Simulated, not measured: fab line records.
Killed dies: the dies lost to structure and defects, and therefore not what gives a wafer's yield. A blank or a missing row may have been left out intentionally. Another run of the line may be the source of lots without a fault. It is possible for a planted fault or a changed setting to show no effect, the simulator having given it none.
fab line records	flow sky130
record lots=6	wafers=18	lastDay=49
route steps=708 shown LDD_HVP@287 LDD_LDN@289 PAD_OPEN@708
lots that met no fault: from a run of the same line without faults
startH: hours from the record's opening day to when the first of the lot's shown wafers began	waitH: how many hours have passed since the lot's step before this one	" as in the row above	L1.1+2: a row that stands for several wafers	- no value, or no start was given	* or withheld: withheld	< > ~ a bound
route shown NAME@n: names a module that has steps shown in the file, with the first one's number in the route	usual: average and standard deviation across the fault-free wafers	same: alike in all rows	chamber/n: place in a boat	sites: the reading at each site	_std_site: the standard deviation of these	_edge_site: outer sites' mean less inner sites'	radiusMm: for every site, how far away it sits from the centre of the wafer	mask NAME#n: copy n	behind: tool/chamber where the wafer was last shaped	hold: why the lot was held/for how many hours/how that ended	device: which transistor (n, p or np) failed to switch	end of line: at the end of the route, the tests of the same wafers	for a step that has no rows: nothing shown but its recipe	killed: not the wafer's yield, but the dies lost to structure and defects at the first sort	map: shows each die of a wafer: x if killed, . if not, _ if none is there
set.NAME: the setting that was run; set.NAME@STEP: the one run at that earlier step	model.NAME: the simulator's own value behind a step, which no gauge read
lots seen at some steps along the route; tables by step, rows by wafer
services: from which hour (startH, from the record's first day; less than 0 if before it) a tool's chamber was out of use, for how many hours, and why
## steps
# step SKY_LDD_HVP_STRIP_09
# recipe chemistry=O2/N2	powerW=1400	pressureMtorr=1500	platenTempC=withheld	o2FlowSccm=3000	n2FlowSccm=300	overashFraction=0.5
# usual drypumpMotorCurrentA=5.9/0.41	o2FlowSccm=3001/9.9	oesProductAu=0.408/0.0045	stripTimeToEndpointS=4.128/0.014
lot.wafer	tool	chamber	startH	waitH	drypumpMotorCurrentA	o2FlowSccm	oesProductAu	rfHoursCounterH	stripTimeToEndpointS
L932.2	plasmaAsher-01	0	495.60	0.1	6.5	2997	0.404	6	4.122
L932.5	"	0	"	"	6.5	2987	0.408	-	4.139
L932.6	"	1	"	"	6.0	2993	0.413	-	4.132
L935.2	plasmaAsher-02	1	512.45	0.1	6.1	2992	0.410	85	4.137
L935.5	"	0	"	"	5.2	2994	0.406	-	4.115
L935.6	"	1	"	"	6.1	3001	0.413	-	4.115
L937.1	plasmaAsher-02	1	539.75	0.1	6.1	3005	0.408	89	4.101
L937.2	"	0	"	"	5.2	3012	0.412	89	4.111
L937.5	"	0	"	"	5.2	3007	0.401	-	4.134
L945.1	plasmaAsher-03	0	614.50	0.1	5.7	3004	0.406	74	4.154
L945.2	"	1	"	"	5.7	3000	0.409	74	4.134
L945.5	"	0	"	"	5.7	3005	0.411	-	4.134
L950.2	plasmaAsher-01	0	650.40	0.1	6.5	3011	0.408	20	4.162
L950.4	"	1	"	"	6.0	2984	0.411	-	4.137
L950.6	"	0	"	"	6.5	3026	0.404	-	4.141
L951.1	plasmaAsher-01	0	654.50	0.1	6.5	2999	0.399	21	4.108
L951.3	"	0	"	"	6.5	2991	0.405	-	4.136
L951.5	"	0	"	"	6.5	3001	0.415	-	4.117
# step SKY_LDD_HVP_TW_MEAS_10
# usual LDD_HVP_TW=463/4.1
lot.wafer	tool	chamber	startH	waitH	LDD_HVP_TW
L932.2	filmMetro-01	-	495.71	0.1	461
L932.5	"	-	"	"	463
L932.6	"	-	"	"	461
L935.2	filmMetro-04	-	512.56	0.1	468
L935.5	"	-	"	"	470
L935.6	"	-	"	"	469
L937.1	filmMetro-01	-	539.85	0.1	461
L937.2	"	-	"	"	459
L937.5	"	-	"	"	461
L945.1	filmMetro-04	-	614.60	0.1	467
L945.2	"	-	"	"	469
L945.5	"	-	"	"	464
L950.2	filmMetro-04	-	650.51	0.1	464
L950.4	"	-	"	"	465
L950.6	"	-	"	"	465
L951.1	filmMetro-01	-	654.60	0.1	463
L951.3	"	-	"	"	461
L951.5	"	-	"	"	460
# step SKY_LDD_LDN_DEHYDRATE_00
# recipe tempC=200	timeS=60
# step SKY_LDD_LDN_HMDS_01
# recipe primeTimeS=60	primeTempC=120
# step SKY_LDD_LDN_COAT_02
# recipe resist=NOVOLAK	spinRpm=3000	resistThkNm=1140
# step SKY_LDD_LDN_SOFTBAKE_03
# recipe tempC=90	timeS=60	resist=NOVOLAK
# step SKY_LDD_LDN_EXPOSE_04
# recipe maskId=LDNTM	na=0.6	sourceShape=conventional	sigmaOuter=0.6	polarization=unpolarized	targetCdNm=700	doseMj=137.7
# step SKY_LDD_LDN_PEB_05
# recipe tempC=withheld	timeS=*	resist=NOVOLAK
# step SKY_LDD_LDN_DEVELOP_06
# recipe resist=NOVOLAK	developer=TMAH	developTimeS=60	devTempC=23
# step SKY_LDD_LDN_OVL_MEAS_07
# usual LDD_LDN_OVL=-0.7/1.3
lot.wafer	tool	chamber	startH	waitH	LDD_LDN_OVL[nm]
L932.2	overlay-01	-	525.22	0.1	1.7
L932.5	"	-	"	"	0.8
L932.6	"	-	"	"	1.0
L935.2	overlay-01	-	541.58	0.1	-2.2
L935.5	"	-	"	"	-1.3
L935.6	"	-	"	"	-1.9
L937.1	overlay-01	-	568.44	0.1	-0.8
L937.2	"	-	"	"	-2.3
L937.5	"	-	"	"	-1.7
L945.1	overlay-02	-	643.59	0.1	0.1
L945.2	"	-	"	"	-0.5
L945.5	"	-	"	"	-0.3
L950.2	overlay-01	-	678.62	0.1	0.3
L950.4	"	-	"	"	0.5
L950.6	"	-	"	"	1.8
L951.1	overlay-02	-	682.94	0.1	-1.8
L951.3	"	-	"	"	-0.6
L951.5	"	-	"	"	-1.6
# step SKY_LDD_LDN_IMPLANT_08
# recipe species=As	energyKev=15	doseCm2=1.25e+13	tiltDeg=withheld	rotationDeg=23
# step SKY_LDD_LDN_IMPLANT_09
# recipe species=As	energyKev=15	doseCm2=1.25e+13	tiltDeg=withheld	rotationDeg=113
# step SKY_LDD_LDN_IMPLANT_10
# recipe species=As	energyKev=15	doseCm2=1.25e+13	tiltDeg=withheld	rotationDeg=203
# usual beamEnergyKeV=14.999/0.0043	beamOnS=10.02/0.19
lot.wafer	tool	chamber	startH	waitH	beamEnergyKeV	beamOnS	model.implant.drpNm
L932.2	implanter-04	0	525.57	0.1	15.005	10.15	5.933
L932.5	"	0	"	"	15.003	10.12	5.933
L932.6	"	0	"	"	14.998	10.02	5.933
L935.2	implanter-04	0	541.93	0.1	14.792	10.11	5.877
L935.5	"	0	"	"	14.786	10.18	5.877
L935.6	"	0	"	"	14.788	9.84	5.877
L937.1	implanter-04	0	568.78	0.1	14.793	9.67	5.877
L937.2	"	0	"	"	14.790	9.61	5.877
L937.5	"	0	"	"	14.791	9.99	5.877
L945.1	implanter-03	0	643.93	0.1	14.995	10.28	5.933
L945.2	"	0	"	"	14.997	10.02	5.933
L945.5	"	0	"	"	14.996	9.88	5.933
L950.2	implanter-02	0	678.97	0.1	14.993	10.00	5.933
L950.4	"	0	"	"	15.000	10.07	5.933
L950.6	"	0	"	"	14.999	9.93	5.933
L951.1	implanter-03	0	683.28	0.1	14.995	10.29	5.933
L951.3	"	0	"	"	14.999	10.10	5.933
L951.5	"	0	"	"	14.999	9.97	5.933
# step SKY_LDD_LDN_IMPLANT_11
# recipe species=As	energyKev=15	doseCm2=1.25e+13	tiltDeg=withheld	rotationDeg=293
# step SKY_PAD_OPEN_PROBE_99
# usual killed_at_M0_to_M3=44/7.5	killed_at_M4_up=3.1/1.7	killedAtContacts=24/6.2	killedAtFrontEnd=15/4.2	killedAtOther=0.4/0.58	killedDies=85/10	killedOpen=47/7.7	killedShort=38/6.4
# same grossDies=492	killedAtBackSide=0
lot.wafer	tool	chamber	startH	waitH	killed_at_M0_to_M3	killed_at_M4_up	killedAtContacts	killedAtFrontEnd	killedAtOther	killedDies	killedOpen	killedShort
L935.2	prober-02	-	1094.41	0.1	36	5	20	13	0	74	38	36
L935.5	prober-02	-	1094.56	0.2	39	2	19	9	0	69	35	34
L935.6	prober-02	-	1094.61	0.2	33	5	23	16	1	78	39	39
L937.1	prober-02	-	1103.62	0.1	61	0	23	11	0	95	41	54
L937.2	prober-02	-	1103.67	0.1	39	2	20	18	0	79	43	36
L937.5	prober-02	-	1103.82	0.2	46	1	21	20	0	88	52	36
L950.2	prober-01	-	1175.85	0.1	46	3	28	12	0	89	49	40
L950.4	prober-01	-	1175.95	0.2	44	5	16	13	1	79	45	33
L950.6	prober-01	-	1176.05	0.2	44	2	19	12	0	77	40	37
L951.1	prober-02	-	1178.08	0.1	39	1	18	13	0	71	38	33
L951.3	prober-02	-	1178.18	0.2	43	3	13	20	0	79	41	38
L951.5	prober-02	-	1178.28	0.2	41	2	25	12	0	80	49	31
# killed by level:class
L935.2 LI_CONTACT:geometricParticle:open=7 VIA2:geometricParticle:open=7 CONTACT:geometricParticle:open=7 VIA1:geometricParticle:open=7 FIELD_ISO:geometricParticle:short=5 METAL1:geometricParticle:short=5 VIA2:geometricParticle:short=5 VIA3:geometricParticle:short=5
L935.5 CONTACT:geometricParticle:open=9 METAL1:geometricParticle:short=6 METAL2:geometricParticle:short=6 LI_CONTACT:geometricParticle:open=5 VIA1:geometricParticle:short=5 VIA2:geometricParticle:open=5 VIA3:geometricParticle:short=4 VIA1:geometricParticle:open=4
L935.6 CONTACT:geometricParticle:open=8 CONTACT:geometricParticle:short=7 VIA1:geometricParticle:open=6 VIA3:geometricParticle:open=6 FIELD_ISO:geometricParticle:open=5 METAL1:geometricParticle:short=4 METAL2:geometricParticle:short=4 METAL4:geometricParticle:short=4
L937.1 METAL1:geometricParticle:short=10 LI_CONTACT:geometricParticle:open=10 VIA1:geometricParticle:open=8 VIA1:geometricParticle:short=8 METAL2:geometricParticle:short=8 VIA3:geometricParticle:short=7 VIA3:geometricParticle:open=7 CONTACT:geometricParticle:short=6
L937.2 VIA3:geometricParticle:open=10 VIA1:geometricParticle:open=7 VIA2:geometricParticle:open=6 CONTACT:geometricParticle:open=6 LOCAL_INTERCONNECT:geometricParticle:short=6 CONTACT:geometricParticle:short=5 FIELD_ISO:geometricParticle:open=4 SPACER:geometricParticle:short=4
L937.5 VIA2:geometricParticle:open=10 CONTACT:geometricParticle:open=9 LI_CONTACT:geometricParticle:open=7 METAL1:geometricParticle:short=7 VIA1:geometricParticle:short=7 VIA1:geometricParticle:open=6 FIELD_ISO:geometricParticle:short=5 FIELD_ISO:geometricParticle:open=4
L950.2 LI_CONTACT:geometricParticle:open=11 VIA1:geometricParticle:open=9 CONTACT:geometricParticle:short=8 METAL1:geometricParticle:short=8 VIA2:geometricParticle:open=8 CONTACT:geometricParticle:open=6 VIA3:geometricParticle:open=6 POLY_GATE:geometricParticle:short=4
L950.4 VIA1:geometricParticle:open=13 METAL1:geometricParticle:short=9 CONTACT:geometricParticle:open=6 VIA3:geometricParticle:open=6 VIA2:geometricParticle:open=5 CONTACT:geometricParticle:short=5 METAL2:geometricParticle:short=5 LI_CONTACT:geometricParticle:short=4
L950.6 VIA1:geometricParticle:open=12 CONTACT:geometricParticle:open=7 VIA1:geometricParticle:short=7 LI_CONTACT:geometricParticle:open=5 VIA2:geometricParticle:short=4 VIA2:geometricParticle:open=4 VIA3:geometricParticle:open=4 FIELD_ISO:geometricParticle:open=3
L951.1 VIA1:geometricParticle:open=11 VIA2:geometricParticle:open=7 CONTACT:geometricParticle:open=5 METAL2:geometricParticle:short=5 CONTACT:geometricParticle:short=4 METAL1:geometricParticle:short=4 VIA1:geometricParticle:short=4 FIELD_ISO:geometricParticle:open=3
L951.3 VIA2:geometricParticle:open=11 VIA1:geometricParticle:open=10 FIELD_ISO:geometricParticle:open=6 FIELD_ISO:geometricParticle:short=5 METAL2:geometricParticle:short=5 METAL1:geometricParticle:short=4 CONTACT:geometricParticle:open=4 VIA1:geometricParticle:short=4
L951.5 VIA1:geometricParticle:open=16 CONTACT:geometricParticle:open=12 METAL2:geometricParticle:short=6 LI_CONTACT:geometricParticle:open=5 VIA2:geometricParticle:open=5 METAL1:geometricParticle:short=4 CONTACT:geometricParticle:short=4 FIELD_ISO:geometricParticle:open=3
## services
tool	chamber	startH	hours	kind
plasmaAsher-03	-	474.05	2.6	repair
implanter-02	-	476.26	3.4	pm
implanter-04	-	495.32	1.8	repair
plasmaAsher-01	-	519.50	24.5	repair
implanter-02	-	524.38	2.0	repair
implanter-03	-	533.28	3.9	pm
implanter-04	-	542.21	4.0	pm
plasmaAsher-01	-	543.53	1.4	repair
plasmaAsher-02	-	559.36	14.6	pm
implanter-03	-	562.64	1.5	repair
implanter-04	-	588.87	3.3	pm
implanter-04	-	649.76	1.8	repair
implanter-04	-	665.90	18.5	repair
implanter-04	-	677.06	0.6	repair
implanter-02	-	683.11	2.5	repair
## key
firstSign step=SKY_LDD_LDN_IMPLANT_10	reading=beamEnergyKeV	direction=down	sigmas=49	usual=*	struck=*
effect none on later readings
modelEffect step=SKY_LDD_LDN_IMPLANT_10	value=implant.drpNm	without=5.933	struck=5.877
metAt SKY_LDD_LDN_IMPLANT_10
struckWafers L935.2,L935.5,L935.6,L937.1,L937.2,L937.5
testerLeftOut L935,L937
onsetBetween 525.57 541.93
fault kind=processParameterDrift	tool=implanter-04	chamber=-	onsetH=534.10	steps=SKY_LDD_LDN_IMPLANT_10	channel=energyKev	offset=*	shape=step	endH=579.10	actsIn=*	stated=*
# testerLeftOut: of these lots the tester's yield and bins aren't shown, on N5 and GAA mostly nor the transistor test; their killed dies are dies lost to structure and defects alone, not to doping, threshold or leakage, so they don't give the yield
